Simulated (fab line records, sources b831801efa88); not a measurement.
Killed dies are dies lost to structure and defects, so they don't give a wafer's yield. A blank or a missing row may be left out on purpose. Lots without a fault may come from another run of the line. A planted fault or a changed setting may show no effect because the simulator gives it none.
Which tool did it? | flow sky130 | 6 lots, 18 wafers sampled, at 3 steps of a route of 708

WHAT THE GAUGES READ, wafer by wafer
SKY_LDD_HVP_TW_MEAS_10.
lot  | measured     | on            | LDD_HVP_TW
L313 | day 22 02:20 | film_metro-03 | 448 449 453
L317 | day 24 07:03 | film_metro-03 | 445 447 445
L319 | day 24 16:44 | film_metro-02 | 455 457 456
L329 | day 27 14:02 | film_metro-02 | 409 408 409
L332 | day 28 17:56 | film_metro-03 | 447 446 447
L335 | day 29 18:19 | film_metro-02 | 456 458 455

WHICH TOOL RAN EACH LOT (tool, then ch and the chambers of the sampled wafers, then the start)
lot  | SKY_POLY_GATE_STRIP_18               | SKY_LDD_HVP_IMPLANT_08
L313 | plasma_asher-02 ch 0,1, day 16 20:50 | implanter-01 ch 0, day 22 02:05
L317 | plasma_asher-01 ch 0,1, day 19 00:58 | implanter-01 ch 0, day 24 06:50
L319 | plasma_asher-03 ch 0,1, day 19 11:08 | implanter-01 ch 0, day 24 16:31
L329 | plasma_asher-02 ch 0,1, day 22 11:43 | implanter-03 ch 0, day 27 13:47
L332 | plasma_asher-02 ch 0,1, day 23 16:46 | implanter-01 ch 0, day 28 17:43
L335 | plasma_asher-03 ch 0,1, day 24 18:29 | implanter-04 ch 0, day 29 18:04
- SKY_POLY_GATE_STRIP_18: strips in O2/N2.
- SKY_LDD_HVP_IMPLANT_08

THE ANSWER, worked out from the rows above alone
Rule: what is usual is taken from the lots themselves. Put in order of their means at a reading, lots are off if they are a third of the lots or fewer, leave a main group of 4 or more, and stand apart from it by a gap of 3 or more times the standard deviation of the main group's means; of several such gaps the widest counts. A main group whose means are all the same, to the digits that the tables above print for the reading, isn't used. A lot without any number at a reading at which 4 lots or more have one is off too. The other lots that the step has rows for count as sound.
Off: L329, at SKY_LDD_HVP_TW_MEAS_10 (LDD_HVP_TW). The main group: mean 451, standard deviation 4.5.
A tool fits if, at a process step before that reading, it ran every lot that is off, and no sound lot after the first of them. The gauges at SKY_LDD_HVP_TW_MEAS_10 are tried like those tools. One fits: implanter-03 at SKY_LDD_HVP_IMPLANT_08. It ran no sound lot before its first lot that is off in this sample, so the start can't be narrowed down.

WHAT THE SIMULATOR HAD PUT IN
Process parameter drift: implanter-03, from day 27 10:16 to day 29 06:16, at SKY_LDD_HVP_IMPLANT_08. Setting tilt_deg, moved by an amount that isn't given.
Lots struck among those shown: L329. The rule above found the same.
